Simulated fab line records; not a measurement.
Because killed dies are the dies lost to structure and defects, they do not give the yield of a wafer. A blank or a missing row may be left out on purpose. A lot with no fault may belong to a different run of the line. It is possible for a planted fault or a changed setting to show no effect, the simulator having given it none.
8D (eight disciplines) problem report, filled in by code || flow gf180mcu || the parts of the form that need people (team, actions taken, sign-off) are left out

1. THE ISSUE
Mean M3_ALCU_RS at GF_M3_RS_MEAS_05: 0.0796 ohm/sq over 3 wafers in 2 lots; fault-free wafers: 0.0696 ohm/sq, standard deviation 0.00081. Relative to the usual mean, that is a shift of +12 standard deviations.
The step: measures by four-point-probe.
The first sign was on wafer L775.2 at day 23 00:31, on film-metro-04. The record holds 36 wafers of 12 lots with a number at this step. By rule, "out" or "out of limits" means more than 4 standard deviations away from the usual mean. All remaining wafers that have a number are taken as sound.

2. WHAT IT IS AND WHAT IT IS NOT
{"question": "which readings at this step", "is": "M3_ALCU_RS", "is not": "-"}
{"question": "which lots", "is": "L775, L777", "is not": "L768, L769, L773, L778, L781, L783, L788, L789, L790, L791"}
{"question": "which wafers of those lots", "is": "L775.2, L775.6, L777.4", "is not": "L775.4, L777.1, L777.6"}
{"question": "read on which gauges", "is": "film-metro-04", "is not": "film-metro-01, film-metro-03"}
{"question": "when", "is": "from day 23 00:31", "is not": "up to then (10 sound wafers); but 23 sound wafers of L777, L778, L781, L783, L788, L789, L790, L791 came after"}

3. THE SUSPECTS, EACH WITH WHAT RULES IT OUT
Counting: if a tool at a process step up to the reading ran every lot that is out, it stays a suspect. Sound lots after the first of them don't rule it out here, since some wafers of a struck lot are sound.
- the gauge at GF_M3_RS_MEAS_05: kept. All the wafers that are out were read on film-metro-04, and no step on other tools shows them out.
- pvd-sputter-02 at GF_M3_SPUTTER_02 (material AlCu, target thk 450 nm, time 23.9 s): kept. It processed each lot that is out (first: L775, day 23 00:20); up to then, its last sound lot is L773 (day 22 04:53).
The count leaves film-metro-04 at GF_M3_RS_MEAS_05 and pvd-sputter-02 at GF_M3_SPUTTER_02.

4. THE CAUSE (what the simulator had put in)
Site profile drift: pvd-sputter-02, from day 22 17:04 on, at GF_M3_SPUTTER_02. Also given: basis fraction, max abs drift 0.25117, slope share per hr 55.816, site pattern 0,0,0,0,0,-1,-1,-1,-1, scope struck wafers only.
Of the 2 suspects that counting leaves, this tool is one.

5. THE CHAIN OF EFFECTS, in route order
One row per reading whose mean, taken over the struck wafers that have a number, lies over 3 standard deviations from the usual. Only readings for which the record gives a usual standard deviation are gone through. hours: the time from each lot's start at the first step in this table that gives one to its start at this step, as a median over the lots. sigmas: the change in usual standard deviations.
{"hours": 0, "step": "GF_M3_RS_MEAS_05", "reading": "M3_ALCU_RS", "usual": "0.0696 ohm/sq", "on struck wafers": 0.0796, "change": "+0.0100", "sigmas": "+12"}
{"hours": 0, "step": "GF_M3_THK_MEAS_06", "reading": "M3_ALCU_THK", "usual": "446 nm", "on struck wafers": 396, "change": -50, "sigmas": -9.4}

6. WHAT WOULD HAVE CAUGHT IT SOONER
7 hours passed between the start of the fault at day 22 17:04 and the first reading out of limits at a measuring or inspecting step in this record, taken at day 23 00:31.
No tool reading at GF_M3_SPUTTER_02 that has a usual standard deviation in the record was out on any struck wafer, so an alarm limit of 4 standard deviations on those readings would not have fired.
Among the 2 lots that are out, L777 began GF_M3_SPUTTER_02 on pvd-sputter-02 after day 23 00:31. Had the tool been put on hold then, it would have been spared.
